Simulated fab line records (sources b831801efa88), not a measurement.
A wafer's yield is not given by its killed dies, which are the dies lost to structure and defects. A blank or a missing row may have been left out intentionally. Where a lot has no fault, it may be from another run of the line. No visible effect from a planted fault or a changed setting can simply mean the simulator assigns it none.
Comparing a struck lot with a sound one    flow sky130    15 steps out of a route of 708
Sound: these wafers, L605.2, L605.4, L605.5. Wafers struck: L602.1, L602.2, L602.3. The cause is given at the end.
At each step with rows: each side's tool, then ch and its chambers, then its first start. Under that, the readings that differ: sound wafers    struck wafers    difference of the means    sigmas: that difference in standard deviations of wafers without a fault.
alike: readings with means less than 2 such deviations apart, plus words and numbers identical on both sides. not compared: withheld readings, readings lacking a value on some wafer, bounds such as >300 that could conceal the same value, and numbers that have no deviation in the record and whose values overlap.
A row with sigmas, a row that says differs or no value, or rows on one side alone: a step with any of these is where the two part. Numbers that have no deviation but don't overlap get no sigmas and don't part them. A reading missing from all wafers of one side parts the sides only when that side holds two or more wafers.

first, 2 steps without rows for these wafers: SKY_METAL4_PEB_11; SKY_METAL4_DEVELOP_12 (develop time 60 s).
SKY_METAL4_CD_MEAS_13: target cd 300 nm.
  sound: cdSem-02 at day 45 14:07; struck: cdSem-02 at day 44 19:19
reading    sound              struck             difference  sigmas
cdNm (nm)  298.3 300.9 299.2  304.0 302.3 302.1  +3.3        +2
SKY_METAL4_OVL_MEAS_14:
  sound: overlay-02 at day 45 14:13; struck: overlay-01 at day 44 19:26
  alike: METAL4_OVL
SKY_METAL4_DESCUM_15: chemistry O2, time 8 s.
  sound on rieMetal-03 ch 1, day 45 14:15; struck on rieMetal-04 ch 0, day 44 19:29
  alike: drypumpMotorCurrentA, oesProductAu
  not compared: rfHoursCounterH
SKY_METAL4_ETCH_16: etches BARC in N2/H2, stops on SiO2, time 88.2 s, target depth 60 nm.
  sound on rieMetal-03 ch 1, day 45 14:20; struck on rieMetal-04 ch 0, day 44 19:32
  alike: drypumpMotorCurrentA, h2FlowSccm, oesProductAu, throttleValvePct
  not compared: rfHoursCounterH
SKY_METAL4_ETCH_17: etches SiO2 in C4F8/O2/Ar, stops on TiN, time 3.9 s, target depth 15 nm.
  sound on rieDiel-01 ch 0,2,3, day 45 14:30; struck on rieDiel-01 ch 0,1,3, day 44 19:44
  alike: oesProductAu
  not compared: rfHoursCounterH
then, 1 step without rows for these wafers: SKY_METAL4_METAL_ETCH_18 (etches the open film in Cl2/BCl3, stops on SiO2, target depth 845 nm, time 183.1 s).
SKY_METAL4_STRIP_19: strips in O2/N2.
  sound on plasmaAsher-02 ch 1, day 45 14:42; struck on plasmaAsher-02 ch 0,1, day 44 19:56
  alike: drypumpMotorCurrentA, oesProductAu, stripTimeToEndpointS
  not compared: rfHoursCounterH
then, 3 steps without rows for these wafers: SKY_METAL4_STRIP_20 (strips in post etch residue remover, time 1200 s); SKY_METAL4_CLEAN_21 (cleans in IPA, time 180 s); SKY_METAL4_CLEAN_22 (cleans in O3/DIW).
SKY_VIA4_HDPCVD_00: deposits SiO2, target thk 1750 nm, time 291.7 s.
  sound on hdpcvd-02 ch 0,1, day 45 15:20; struck on hdpcvd-01 ch 0,1,2, day 44 20:31
reading                                  sound              struck             difference  sigmas
runLengthS (s)                           320.2 319.7 319.8  356.1 355.9 355.9  +36.1       +86
model.SiO2_of_VIA4_HDPCVD_00.thkNm (nm)  1752 1775 1756     1918 1943 1952     +177        
SKY_VIA4_THK_MEAS_01:
  sound: filmMetro-04 at day 45 15:31; struck: filmMetro-04 at day 44 20:42
reading               sound           struck          difference  sigmas
VIA4_HDPCVD_THK (nm)  1752 1774 1756  1919 1943 1953  +178        +8
SKY_VIA4_CMP_02: polishes SiO2.
  sound on cmp-01 ch 1,3, day 45 15:34; struck on cmp-01 ch 0,2,3, day 44 20:46
  alike: motorCurrentA, retainingRingPressureFrac, slurryFlowMlMin

## WHERE THEY PART
At SKY_METAL4_CD_MEAS_13 first; at SKY_VIA4_THK_MEAS_01 last (within this record only). Later steps at which nothing parts them and some readings are alike: SKY_VIA4_CMP_02.

WHY: what had been put in by the simulator
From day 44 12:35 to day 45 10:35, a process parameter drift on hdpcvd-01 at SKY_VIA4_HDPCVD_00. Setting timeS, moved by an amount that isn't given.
